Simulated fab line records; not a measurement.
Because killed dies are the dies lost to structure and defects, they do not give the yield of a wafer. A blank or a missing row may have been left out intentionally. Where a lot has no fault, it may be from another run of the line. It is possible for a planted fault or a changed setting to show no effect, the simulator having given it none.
Chamber matching / flow gf180mcu / GF_CONTACT_CMP_04 on cmp-01 has 4 sister chambers
The step polishes SiO2. 18 wafers are shown with their chamber, then 8 later ones without.

WAFERS PAIRED WITH THEIR CHAMBERS
wafer=L609.4; chamber=0; motor current A (A)=12.4; time to endpoint s (s)=124
wafer=L609.5; chamber=3; motor current A (A)=11.8; time to endpoint s (s)=127
wafer=L609.6; chamber=2; motor current A (A)=12.2; time to endpoint s (s)=117
wafer=L610.2; chamber=1; motor current A (A)=15.2; time to endpoint s (s)=116
wafer=L610.3; chamber=3; motor current A (A)=11.4; time to endpoint s (s)=124
wafer=L610.6; chamber=2; motor current A (A)=11.6; time to endpoint s (s)=122
wafer=L613.1; chamber=0; motor current A (A)=12.3; time to endpoint s (s)=108
wafer=L613.2; chamber=3; motor current A (A)=11.5; time to endpoint s (s)=116
wafer=L613.5; chamber=0; motor current A (A)=12.1; time to endpoint s (s)=114
wafer=L614.1; chamber=2; motor current A (A)=11.7; time to endpoint s (s)=113
wafer=L614.2; chamber=3; motor current A (A)=12.1; time to endpoint s (s)=117
wafer=L614.6; chamber=0; motor current A (A)=12.0; time to endpoint s (s)=120
wafer=L615.1; chamber=1; motor current A (A)=15.0; time to endpoint s (s)=107
wafer=L615.5; chamber=3; motor current A (A)=11.7; time to endpoint s (s)=121
wafer=L615.6; chamber=0; motor current A (A)=12.5; time to endpoint s (s)=113
wafer=L617.1; chamber=2; motor current A (A)=11.7; time to endpoint s (s)=118
wafer=L617.2; chamber=1; motor current A (A)=14.9; time to endpoint s (s)=112
wafer=L617.3; chamber=0; motor current A (A)=12.5; time to endpoint s (s)=111

SIGNATURES, as means of the wafers listed above
reading=motor current A; chamber 0=12.300; chamber 1=15.033; chamber 2=11.800; chamber 3=11.700; scatter within a chamber=0.237
reading=time to endpoint s; chamber 0=115.00; chamber 1=111.67; chamber 2=117.50; chamber 3=121.00; scatter within a chamber=4.95
Rule: a wafer lies at a distance from a chamber equal to the root of the sum of squares, over the readings, of (its reading less the chamber's mean, divided by the reading's scatter). The wafer belongs to the nearest chamber; if the next one is less than 2 further off, it can't be placed. How the scatter is found: for the shown wafers, subtract from each reading the mean of its chamber, square and add these, divide the total by (wafers less chambers), then take the root.

WAFERS MISSING THEIR CHAMBER
wafer=L620.4; motor current A (A)=13.9; time to endpoint s (s)=103
wafer=L620.5; motor current A (A)=11.7; time to endpoint s (s)=101
wafer=L620.6; motor current A (A)=12.0; time to endpoint s (s)=114
wafer=L621.3; motor current A (A)=11.7; time to endpoint s (s)=112
wafer=L621.4; motor current A (A)=12.1; time to endpoint s (s)=112
wafer=L621.5; motor current A (A)=12.1; time to endpoint s (s)=115
wafer=L624.3; motor current A (A)=12.3; time to endpoint s (s)=117
wafer=L624.6; motor current A (A)=12.4; time to endpoint s (s)=108

WHICH CHAMBER EACH WENT THROUGH
wafer=L620.4; from the rows above=1; in truth=1
wafer=L620.5; from the rows above=can't be placed: 2 or 0 or 3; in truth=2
wafer=L620.6; from the rows above=can't be placed: 2 or 0 or 3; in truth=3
wafer=L621.3; from the rows above=can't be placed: 2 or 3 or 0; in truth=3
wafer=L621.4; from the rows above=can't be placed: 0 or 2 or 3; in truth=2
wafer=L621.5; from the rows above=can't be placed: 0 or 2 or 3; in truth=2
wafer=L624.3; from the rows above=can't be placed: 0 or 2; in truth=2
wafer=L624.6; from the rows above=can't be placed: 0 or 2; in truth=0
Correct placement for 1 of the 8. Unplaceable from these rows: 7, with the true chamber sitting among the candidates in 7. Wrongly placed: 0.
